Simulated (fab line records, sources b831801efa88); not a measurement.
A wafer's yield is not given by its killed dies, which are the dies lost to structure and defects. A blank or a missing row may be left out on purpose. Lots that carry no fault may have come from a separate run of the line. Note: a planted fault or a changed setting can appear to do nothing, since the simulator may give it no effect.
fab line records :: flow sky130 :: part 2 of 2: steps 32 to 43 of 43
record:
  lots: 5
  wafers: 15
  last-day: 49
route steps=708 shown METAL2@504 VIA2@507 METAL3@532 CAPM@537
lots that met no fault: from a run of the same line without faults
start-h: hours from the record's first day to the start of the lot's first wafer shown :: wait-h: time in hours since the lot's previous step :: " as in the row above :: L1.1+2: a single row standing in for several wafers :: - no value present, or no start provided :: * or withheld: withheld :: < > ~ a bound
route shown NAME@n: names a module that has steps shown in the file, with the first one's number in the route :: usual: average and standard deviation across the fault-free wafers :: same: alike in all rows :: chamber/n: place in a boat :: sites: readings site by site :: _std_site: the standard deviation of these :: _edge_site: outer sites' mean less inner sites' :: radius-mm: for every site, how far away it sits from the centre of the wafer :: mask NAME#n: copy n :: behind: the most recent tool/chamber to have shaped the wafer :: hold: cause of the lot's hold/its duration in hours/its outcome :: device: names the non-switching transistor (n, p or np) :: end of line: the route-end tests of the same wafers :: a step with no rows: only its recipe :: killed: dies lost to structure and defects at the first sort, not the wafer's yield :: map: dies across one wafer; x = killed, . = not, _ = none there
set.NAME: the setting the step ran with; set.NAME@STEP: the setting that earlier step ran with :: model.NAME: the simulator's own value behind a step, which no gauge read
lots at selected steps of the route; one table per step, one row per wafer
services: a tool's chamber out of use, with start hour (start-h, from the record's first day; less than 0 if before it), hours out, and reason
== steps ==
step: SKY_METAL3_SPUTTER_03
recipe:
  material: Ti
  target-thk-nm: 5
  power-w: 3000
  time-s: 3.3
  chamber-pressure-pa: 0.4
usual:
  throttle-valve-pct: 30.1/1.5
lot.wafer: L080.2
tool: pvd-sputter-03
chamber: -
start-h: 896.50
wait-h: 0.0
throttle-valve-pct: 30.5

lot.wafer: L080.3
tool: pvd-sputter-03
chamber: -
start-h: 896.50
wait-h: 0.0
throttle-valve-pct: 31.2

lot.wafer: L080.6
tool: pvd-sputter-03
chamber: -
start-h: 896.50
wait-h: 0.0
throttle-valve-pct: 31.5

lot.wafer: L089.1
tool: pvd-sputter-02
chamber: -
start-h: 954.85
wait-h: 0.0
throttle-valve-pct: 30.7

lot.wafer: L089.2
tool: pvd-sputter-02
chamber: -
start-h: 954.85
wait-h: 0.0
throttle-valve-pct: 31.6

lot.wafer: L089.5
tool: pvd-sputter-02
chamber: -
start-h: 954.85
wait-h: 0.0
throttle-valve-pct: 30.0

lot.wafer: L090.1
tool: pvd-sputter-02
chamber: -
start-h: 955.10
wait-h: 0.0
throttle-valve-pct: 30.4

lot.wafer: L090.4
tool: pvd-sputter-02
chamber: -
start-h: 955.10
wait-h: 0.0
throttle-valve-pct: 30.3

lot.wafer: L090.5
tool: pvd-sputter-02
chamber: -
start-h: 955.10
wait-h: 0.0
throttle-valve-pct: 31.7

lot.wafer: L093.1
tool: pvd-sputter-02
chamber: -
start-h: 981.84
wait-h: 0.0
throttle-valve-pct: 31.5

lot.wafer: L093.4
tool: pvd-sputter-02
chamber: -
start-h: 981.84
wait-h: 0.0
throttle-valve-pct: 30.5

lot.wafer: L093.6
tool: pvd-sputter-02
chamber: -
start-h: 981.84
wait-h: 0.0
throttle-valve-pct: 30.6

lot.wafer: L095.1
tool: pvd-sputter-01
chamber: -
start-h: 993.31
wait-h: 0.0
throttle-valve-pct: 32.2

lot.wafer: L095.4
tool: pvd-sputter-01
chamber: -
start-h: 993.31
wait-h: 0.0
throttle-valve-pct: 29.4

lot.wafer: L095.5
tool: pvd-sputter-01
chamber: -
start-h: 993.31
wait-h: 0.0
throttle-valve-pct: 32.2
step: SKY_METAL3_SPUTTER_04
recipe:
  material: TiN
  target-thk-nm: 70
  power-w: 6500
  time-s: 58.3
  chamber-pressure-pa: 0.4
usual:
  throttle-valve-pct: 30.1/1.4
lot.wafer: L080.2
tool: pvd-sputter-03
chamber: -
start-h: 896.51
wait-h: 0.0
throttle-valve-pct: 30.6

lot.wafer: L080.3
tool: pvd-sputter-03
chamber: -
start-h: 896.51
wait-h: 0.0
throttle-valve-pct: 31.2

lot.wafer: L080.6
tool: pvd-sputter-03
chamber: -
start-h: 896.51
wait-h: 0.0
throttle-valve-pct: 31.6

lot.wafer: L089.1
tool: pvd-sputter-02
chamber: -
start-h: 954.86
wait-h: 0.0
throttle-valve-pct: 30.3

lot.wafer: L089.2
tool: pvd-sputter-02
chamber: -
start-h: 954.86
wait-h: 0.0
throttle-valve-pct: 32.0

lot.wafer: L089.5
tool: pvd-sputter-02
chamber: -
start-h: 954.86
wait-h: 0.0
throttle-valve-pct: 30.4

lot.wafer: L090.1
tool: pvd-sputter-02
chamber: -
start-h: 955.11
wait-h: 0.0
throttle-valve-pct: 30.7

lot.wafer: L090.4
tool: pvd-sputter-02
chamber: -
start-h: 955.11
wait-h: 0.0
throttle-valve-pct: 30.2

lot.wafer: L090.5
tool: pvd-sputter-02
chamber: -
start-h: 955.11
wait-h: 0.0
throttle-valve-pct: 31.6

lot.wafer: L093.1
tool: pvd-sputter-02
chamber: -
start-h: 981.86
wait-h: 0.0
throttle-valve-pct: 31.4

lot.wafer: L093.4
tool: pvd-sputter-02
chamber: -
start-h: 981.86
wait-h: 0.0
throttle-valve-pct: 30.4

lot.wafer: L093.6
tool: pvd-sputter-02
chamber: -
start-h: 981.86
wait-h: 0.0
throttle-valve-pct: 30.5

lot.wafer: L095.1
tool: pvd-sputter-01
chamber: -
start-h: 993.33
wait-h: 0.0
throttle-valve-pct: 32.2

lot.wafer: L095.4
tool: pvd-sputter-01
chamber: -
start-h: 993.33
wait-h: 0.0
throttle-valve-pct: 29.2

lot.wafer: L095.5
tool: pvd-sputter-01
chamber: -
start-h: 993.33
wait-h: 0.0
throttle-valve-pct: 32.4
step: SKY_CAPM_CVD_00
recipe:
  material: SiO2
  target-thk-nm: 15.5
  temp-c: 400
  time-s: withheld
  rf-w: 450
usual:
  heater-power-w: 772/160
lot.wafer: L080.2
tool: pecvd-04
chamber: 0
start-h: 896.56
wait-h: 0.0
heater-power-w: 556

lot.wafer: L080.3
tool: pecvd-04
chamber: 1
start-h: 896.56
wait-h: 0.0
heater-power-w: 944

lot.wafer: L080.6
tool: pecvd-04
chamber: 1
start-h: 896.56
wait-h: 0.0
heater-power-w: 962

lot.wafer: L089.1
tool: pecvd-02
chamber: 2
start-h: 954.91
wait-h: 0.0
heater-power-w: 859

lot.wafer: L089.2
tool: pecvd-02
chamber: 0
start-h: 954.91
wait-h: 0.0
heater-power-w: 904

lot.wafer: L089.5
tool: pecvd-02
chamber: 0
start-h: 954.91
wait-h: 0.0
heater-power-w: 907

lot.wafer: L090.1
tool: pecvd-04
chamber: 1
start-h: 955.16
wait-h: 0.0
heater-power-w: 962

lot.wafer: L090.4
tool: pecvd-04
chamber: 0
start-h: 955.16
wait-h: 0.0
heater-power-w: 492

lot.wafer: L090.5
tool: pecvd-04
chamber: 1
start-h: 955.16
wait-h: 0.0
heater-power-w: 978

lot.wafer: L093.1
tool: pecvd-03
chamber: 1
start-h: 981.91
wait-h: 0.0
heater-power-w: 864

lot.wafer: L093.4
tool: pecvd-03
chamber: 2
start-h: 981.91
wait-h: 0.0
heater-power-w: 657

lot.wafer: L093.6
tool: pecvd-03
chamber: 1
start-h: 981.91
wait-h: 0.0
heater-power-w: 875

lot.wafer: L095.1
tool: pecvd-03
chamber: 2
start-h: 993.38
wait-h: 0.0
heater-power-w: 658

lot.wafer: L095.4
tool: pecvd-03
chamber: 1
start-h: 993.38
wait-h: 0.0
heater-power-w: 1035

lot.wafer: L095.5
tool: pecvd-03
chamber: 2
start-h: 993.38
wait-h: 0.0
heater-power-w: 661
step: SKY_CAPM_THK_MEAS_01
recipe:
  reads: SiO2_of_CAPM_CVD_00
usual:
  CAPM_CVD_00_THK: 15.56/0.29
lot.wafer: L080.2
tool: film-metro-03
chamber: -
start-h: 896.59
wait-h: -
CAPM_CVD_00_THK[nm]: 15.62

lot.wafer: L080.3
tool: film-metro-03
chamber: -
start-h: 896.59
wait-h: -
CAPM_CVD_00_THK[nm]: 15.33

lot.wafer: L080.6
tool: film-metro-03
chamber: -
start-h: 896.59
wait-h: -
CAPM_CVD_00_THK[nm]: 15.69

lot.wafer: L089.1
tool: film-metro-04
chamber: -
start-h: 954.93
wait-h: -
CAPM_CVD_00_THK[nm]: 15.42

lot.wafer: L089.2
tool: film-metro-04
chamber: -
start-h: 954.93
wait-h: -
CAPM_CVD_00_THK[nm]: 15.74

lot.wafer: L089.5
tool: film-metro-04
chamber: -
start-h: 954.93
wait-h: -
CAPM_CVD_00_THK[nm]: 16.03

lot.wafer: L090.1
tool: film-metro-02
chamber: -
start-h: 955.19
wait-h: -
CAPM_CVD_00_THK[nm]: 15.10

lot.wafer: L090.4
tool: film-metro-02
chamber: -
start-h: 955.19
wait-h: -
CAPM_CVD_00_THK[nm]: 15.72

lot.wafer: L090.5
tool: film-metro-02
chamber: -
start-h: 955.19
wait-h: -
CAPM_CVD_00_THK[nm]: 15.23

lot.wafer: L093.1
tool: film-metro-04
chamber: -
start-h: 981.93
wait-h: -
CAPM_CVD_00_THK[nm]: 15.58

lot.wafer: L093.4
tool: film-metro-04
chamber: -
start-h: 981.93
wait-h: -
CAPM_CVD_00_THK[nm]: 15.35

lot.wafer: L093.6
tool: film-metro-04
chamber: -
start-h: 981.93
wait-h: -
CAPM_CVD_00_THK[nm]: 15.69

lot.wafer: L095.1
tool: film-metro-02
chamber: -
start-h: 993.40
wait-h: -
CAPM_CVD_00_THK[nm]: 15.52

lot.wafer: L095.4
tool: film-metro-02
chamber: -
start-h: 993.40
wait-h: -
CAPM_CVD_00_THK[nm]: 15.74

lot.wafer: L095.5
tool: film-metro-02
chamber: -
start-h: 993.40
wait-h: -
CAPM_CVD_00_THK[nm]: 15.56
step: SKY_CAPM_SPUTTER_02
recipe:
  material: TiN
  target-thk-nm: 200
  temp-c: 300
  power-w: 6500
  time-s: 164.1
  chamber-pressure-pa: 0.4
usual:
  throttle-valve-pct: 30.4/1.1
lot.wafer: L080.2
tool: pvd-sputter-01
chamber: -
start-h: 896.64
wait-h: 0.0
throttle-valve-pct: 29.4

lot.wafer: L080.3
tool: pvd-sputter-01
chamber: -
start-h: 896.64
wait-h: 0.0
throttle-valve-pct: 27.6

lot.wafer: L080.6
tool: pvd-sputter-01
chamber: -
start-h: 896.64
wait-h: 0.0
throttle-valve-pct: 29.4

lot.wafer: L089.1
tool: pvd-sputter-01
chamber: -
start-h: 954.99
wait-h: 0.1
throttle-valve-pct: 32.4

lot.wafer: L089.2
tool: pvd-sputter-01
chamber: -
start-h: 954.99
wait-h: 0.1
throttle-valve-pct: 28.7

lot.wafer: L089.5
tool: pvd-sputter-01
chamber: -
start-h: 954.99
wait-h: 0.1
throttle-valve-pct: 27.8

lot.wafer: L090.1
tool: pvd-sputter-04
chamber: -
start-h: 955.25
wait-h: 0.1
throttle-valve-pct: 30.3

lot.wafer: L090.4
tool: pvd-sputter-04
chamber: -
start-h: 955.25
wait-h: 0.1
throttle-valve-pct: 30.0

lot.wafer: L090.5
tool: pvd-sputter-04
chamber: -
start-h: 955.25
wait-h: 0.1
throttle-valve-pct: 30.2

lot.wafer: L093.1
tool: pvd-sputter-04
chamber: -
start-h: 981.99
wait-h: 0.1
throttle-valve-pct: 30.2

lot.wafer: L093.4
tool: pvd-sputter-04
chamber: -
start-h: 981.99
wait-h: 0.1
throttle-valve-pct: 31.6

lot.wafer: L093.6
tool: pvd-sputter-04
chamber: -
start-h: 981.99
wait-h: 0.1
throttle-valve-pct: 31.5

lot.wafer: L095.1
tool: pvd-sputter-04
chamber: -
start-h: 993.46
wait-h: 0.1
throttle-valve-pct: 30.3

lot.wafer: L095.4
tool: pvd-sputter-04
chamber: -
start-h: 993.46
wait-h: 0.1
throttle-valve-pct: 29.9

lot.wafer: L095.5
tool: pvd-sputter-04
chamber: -
start-h: 993.46
wait-h: 0.1
throttle-valve-pct: 30.3
step: SKY_CAPM_RS_MEAS_03
recipe:
  thk-meas-gauge: four-point-probe
  reads: TiN_of_CAPM_SPUTTER_02
usual:
  CAPM_TIN_RS: 7.04/0.1
lot.wafer: L080.2
tool: film-metro-03
chamber: -
start-h: 896.77
wait-h: 0.1
CAPM_TIN_RS[ohm/sq]: 7.07

lot.wafer: L080.3
tool: film-metro-03
chamber: -
start-h: 896.77
wait-h: 0.1
CAPM_TIN_RS[ohm/sq]: 7.08

lot.wafer: L080.6
tool: film-metro-03
chamber: -
start-h: 896.77
wait-h: 0.1
CAPM_TIN_RS[ohm/sq]: 7.03

lot.wafer: L089.1
tool: film-metro-03
chamber: -
start-h: 955.10
wait-h: 0.1
CAPM_TIN_RS[ohm/sq]: 6.97

lot.wafer: L089.2
tool: film-metro-03
chamber: -
start-h: 955.10
wait-h: 0.1
CAPM_TIN_RS[ohm/sq]: 7.12

lot.wafer: L089.5
tool: film-metro-03
chamber: -
start-h: 955.10
wait-h: 0.1
CAPM_TIN_RS[ohm/sq]: 7.06

lot.wafer: L090.1
tool: film-metro-03
chamber: -
start-h: 955.35
wait-h: 0.1
CAPM_TIN_RS[ohm/sq]: 7.23

lot.wafer: L090.4
tool: film-metro-03
chamber: -
start-h: 955.35
wait-h: 0.1
CAPM_TIN_RS[ohm/sq]: 7.15

lot.wafer: L090.5
tool: film-metro-03
chamber: -
start-h: 955.35
wait-h: 0.1
CAPM_TIN_RS[ohm/sq]: 7.18

lot.wafer: L093.1
tool: film-metro-02
chamber: -
start-h: 982.10
wait-h: 0.1
CAPM_TIN_RS[ohm/sq]: 7.01

lot.wafer: L093.4
tool: film-metro-02
chamber: -
start-h: 982.10
wait-h: 0.1
CAPM_TIN_RS[ohm/sq]: 6.88

lot.wafer: L093.6
tool: film-metro-02
chamber: -
start-h: 982.10
wait-h: 0.1
CAPM_TIN_RS[ohm/sq]: 6.87

lot.wafer: L095.1
tool: film-metro-03
chamber: -
start-h: 993.57
wait-h: 0.1
CAPM_TIN_RS[ohm/sq]: 6.96

lot.wafer: L095.4
tool: film-metro-03
chamber: -
start-h: 993.57
wait-h: 0.1
CAPM_TIN_RS[ohm/sq]: 6.93

lot.wafer: L095.5
tool: film-metro-03
chamber: -
start-h: 993.57
wait-h: 0.1
CAPM_TIN_RS[ohm/sq]: 7.06
step: SKY_CAPM_THK_MEAS_04
recipe:
  thk-meas-gauge: xrf
  reads: TiN_of_CAPM_SPUTTER_02
usual:
  CAPM_TIN_THK: 194.4/3
lot.wafer: L080.2
tool: film-metro-03
chamber: -
start-h: 896.88
wait-h: 0.1
CAPM_TIN_THK[nm]: 193.5

lot.wafer: L080.3
tool: film-metro-03
chamber: -
start-h: 896.88
wait-h: 0.1
CAPM_TIN_THK[nm]: 191.6

lot.wafer: L080.6
tool: film-metro-03
chamber: -
start-h: 896.88
wait-h: 0.1
CAPM_TIN_THK[nm]: 193.8

lot.wafer: L089.1
tool: film-metro-03
chamber: -
start-h: 955.22
wait-h: 0.1
CAPM_TIN_THK[nm]: 196.1

lot.wafer: L089.2
tool: film-metro-03
chamber: -
start-h: 955.22
wait-h: 0.1
CAPM_TIN_THK[nm]: 191.4

lot.wafer: L089.5
tool: film-metro-03
chamber: -
start-h: 955.22
wait-h: 0.1
CAPM_TIN_THK[nm]: 193.5

lot.wafer: L090.1
tool: film-metro-03
chamber: -
start-h: 955.47
wait-h: 0.1
CAPM_TIN_THK[nm]: 189.2

lot.wafer: L090.4
tool: film-metro-03
chamber: -
start-h: 955.47
wait-h: 0.1
CAPM_TIN_THK[nm]: 191.6

lot.wafer: L090.5
tool: film-metro-03
chamber: -
start-h: 955.47
wait-h: 0.1
CAPM_TIN_THK[nm]: 190.1

lot.wafer: L093.1
tool: film-metro-02
chamber: -
start-h: 982.22
wait-h: 0.1
CAPM_TIN_THK[nm]: 196.7

lot.wafer: L093.4
tool: film-metro-02
chamber: -
start-h: 982.22
wait-h: 0.1
CAPM_TIN_THK[nm]: 199.6

lot.wafer: L093.6
tool: film-metro-02
chamber: -
start-h: 982.22
wait-h: 0.1
CAPM_TIN_THK[nm]: 199.7

lot.wafer: L095.1
tool: film-metro-03
chamber: -
start-h: 993.69
wait-h: 0.1
CAPM_TIN_THK[nm]: 196.3

lot.wafer: L095.4
tool: film-metro-03
chamber: -
start-h: 993.69
wait-h: 0.1
CAPM_TIN_THK[nm]: 196.5

lot.wafer: L095.5
tool: film-metro-03
chamber: -
start-h: 993.69
wait-h: 0.1
CAPM_TIN_THK[nm]: 193.4
step: SKY_CAPM_DEHYDRATE_05
recipe:
  temp-c: 200
  time-s: 60
lot.wafer: L080.2+3+6
tool: litho-track-04
chamber: 0
start-h: 907.66
wait-h: 10.8

lot.wafer: L089.1+2+5
tool: litho-track-03
chamber: 0
start-h: 966.58
wait-h: 11.3

lot.wafer: L090.1+4+5
tool: litho-track-01
chamber: 0
start-h: 966.99
wait-h: 11.5

lot.wafer: L093.1+4+6
tool: litho-track-04
chamber: 0
start-h: 993.79
wait-h: 11.6

lot.wafer: L095.1+4+5
tool: litho-track-01
chamber: 0
start-h: 1004.14
wait-h: 10.4
step: SKY_CAPM_HMDS_06
recipe:
  prime-time-s: 60
  prime-temp-c: 120
lot.wafer: L080.2+3+6
tool: litho-track-04
chamber: 0
start-h: 907.81
wait-h: 0.1

lot.wafer: L089.1+2+5
tool: litho-track-03
chamber: 0
start-h: 966.73
wait-h: 0.1

lot.wafer: L090.1+4+5
tool: litho-track-01
chamber: 0
start-h: 967.14
wait-h: 0.1

lot.wafer: L093.1+4+6
tool: litho-track-04
chamber: 0
start-h: 993.94
wait-h: 0.1

lot.wafer: L095.1+4+5
tool: litho-track-01
chamber: 0
start-h: 1004.29
wait-h: 0.1
step: SKY_CAPM_COAT_07
recipe:
  resist: NOVOLAK
  spin-rpm: 3000
  resist-thk-nm: 1140
lot.wafer: L080.2+3+6
tool: litho-track-04
chamber: 0
start-h: 907.96
wait-h: 0.1

lot.wafer: L089.1+2+5
tool: litho-track-03
chamber: 0
start-h: 966.88
wait-h: 0.1

lot.wafer: L090.1+4+5
tool: litho-track-01
chamber: 0
start-h: 967.29
wait-h: 0.1

lot.wafer: L093.1+4+6
tool: litho-track-04
chamber: 0
start-h: 994.09
wait-h: 0.1

lot.wafer: L095.1+4+5
tool: litho-track-01
chamber: 0
start-h: 1004.44
wait-h: 0.1
step: SKY_CAPM_SOFTBAKE_08
recipe:
  temp-c: 90
  time-s: 60
  resist: NOVOLAK
lot.wafer: L080.2+3+6
tool: litho-track-04
chamber: 0
start-h: 908.11
wait-h: 0.1

lot.wafer: L089.1+2+5
tool: litho-track-03
chamber: 0
start-h: 967.03
wait-h: 0.1

lot.wafer: L090.1+4+5
tool: litho-track-01
chamber: 0
start-h: 967.44
wait-h: 0.1

lot.wafer: L093.1+4+6
tool: litho-track-04
chamber: 0
start-h: 994.24
wait-h: 0.1

lot.wafer: L095.1+4+5
tool: litho-track-01
chamber: 0
start-h: 1004.59
wait-h: 0.1
step: SKY_CAPM_EXPOSE_09
recipe:
  mask-id: CAPM
  na: 0.6
  source-shape: conventional
  sigma-outer: 0.6
  polarization: unpolarized
  target-cd-nm: 1000
  dose-mj: 159
usual:
  exposure-dose-mJ-cm2: 159.02/0.17
lot.wafer: L080.2
tool: iline-stepper-01
chamber: 0
start-h: -
wait-h: -
mask: CAPM#0
exposure-dose-mJ-cm2: 159.17

lot.wafer: L080.3
tool: iline-stepper-01
chamber: 0
start-h: -
wait-h: -
mask: CAPM#0
exposure-dose-mJ-cm2: 159.13

lot.wafer: L080.6
tool: iline-stepper-01
chamber: 0
start-h: -
wait-h: -
mask: CAPM#0
exposure-dose-mJ-cm2: 158.93

lot.wafer: L089.1
tool: iline-stepper-01
chamber: 0
start-h: -
wait-h: -
mask: CAPM#0
exposure-dose-mJ-cm2: 159.29

lot.wafer: L089.2
tool: iline-stepper-01
chamber: 0
start-h: -
wait-h: -
mask: CAPM#0
exposure-dose-mJ-cm2: 158.92

lot.wafer: L089.5
tool: iline-stepper-01
chamber: 0
start-h: -
wait-h: -
mask: CAPM#0
exposure-dose-mJ-cm2: 158.76

lot.wafer: L090.1
tool: iline-stepper-02
chamber: 0
start-h: -
wait-h: -
mask: CAPM#0
exposure-dose-mJ-cm2: 159.42

lot.wafer: L090.4
tool: iline-stepper-02
chamber: 0
start-h: -
wait-h: -
mask: CAPM#0
exposure-dose-mJ-cm2: 159.30

lot.wafer: L090.5
tool: iline-stepper-02
chamber: 0
start-h: -
wait-h: -
mask: CAPM#0
exposure-dose-mJ-cm2: 159.43

lot.wafer: L093.1
tool: iline-stepper-02
chamber: 0
start-h: -
wait-h: -
mask: CAPM#0
exposure-dose-mJ-cm2: 158.88

lot.wafer: L093.4
tool: iline-stepper-02
chamber: 0
start-h: -
wait-h: -
mask: CAPM#0
exposure-dose-mJ-cm2: 158.77

lot.wafer: L093.6
tool: iline-stepper-02
chamber: 0
start-h: -
wait-h: -
mask: CAPM#0
exposure-dose-mJ-cm2: 158.73

lot.wafer: L095.1
tool: iline-stepper-01
chamber: 0
start-h: -
wait-h: -
mask: CAPM#0
exposure-dose-mJ-cm2: 159.13

lot.wafer: L095.4
tool: iline-stepper-01
chamber: 0
start-h: -
wait-h: -
mask: CAPM#0
exposure-dose-mJ-cm2: 158.95

lot.wafer: L095.5
tool: iline-stepper-01
chamber: 0
start-h: -
wait-h: -
mask: CAPM#0
exposure-dose-mJ-cm2: 159.04
== services ==
tool: krf-scanner-02
chamber: -
start-h: 847.97
hours: 1.3
kind: pm

tool: cmp-01
chamber: -
start-h: 849.10
hours: 1.8
kind: repair

tool: cmp-01
chamber: -
start-h: 857.33
hours: 1.6
kind: repair

tool: pvd-sputter-02
chamber: -
start-h: 862.84
hours: 1.4
kind: repair

tool: cmp-01
chamber: -
start-h: 871.04
hours: 6.6
kind: repair

tool: cmp-01
chamber: -
start-h: 877.62
hours: 3.4
kind: pm

tool: pvd-sputter-03
chamber: -
start-h: 885.09
hours: 1.0
kind: repair

tool: krf-scanner-02
chamber: -
start-h: 886.26
hours: 0.8
kind: pm

tool: pvd-sputter-02
chamber: -
start-h: 889.98
hours: 21.4
kind: repair

tool: rie-diel-01
chamber: 2
start-h: 902.19
hours: 1.2
kind: repair

tool: pvd-sputter-01
chamber: -
start-h: 910.54
hours: 0.6
kind: repair

tool: wet-bench-02
chamber: -
start-h: 910.87
hours: 1.0
kind: repair

tool: cmp-01
chamber: -
start-h: 912.00
hours: 4.0
kind: pm

tool: rie-diel-01
chamber: 3
start-h: 914.63
hours: 6.6
kind: repair

tool: pvd-sputter-03
chamber: -
start-h: 917.18
hours: 5.9
kind: repair

tool: pvd-sputter-02
chamber: -
start-h: 919.67
hours: 4.8
kind: repair

tool: rie-diel-02
chamber: -
start-h: 926.42
hours: 2.4
kind: repair

tool: wet-bench-01
chamber: -
start-h: 933.70
hours: 1.0
kind: repair

tool: rie-diel-01
chamber: 0
start-h: 937.19
hours: 11.0
kind: repair

tool: krf-scanner-02
chamber: -
start-h: 938.78
hours: 1.0
kind: pm

tool: pvd-sputter-03
chamber: -
start-h: 950.78
hours: 5.2
kind: repair

tool: cmp-01
chamber: -
start-h: 976.38
hours: 0.4
kind: repair

tool: cmp-01
chamber: -
start-h: 990.66
hours: 0.4
kind: repair

tool: pvd-sputter-02
chamber: -
start-h: 995.68
hours: 8.0
kind: repair
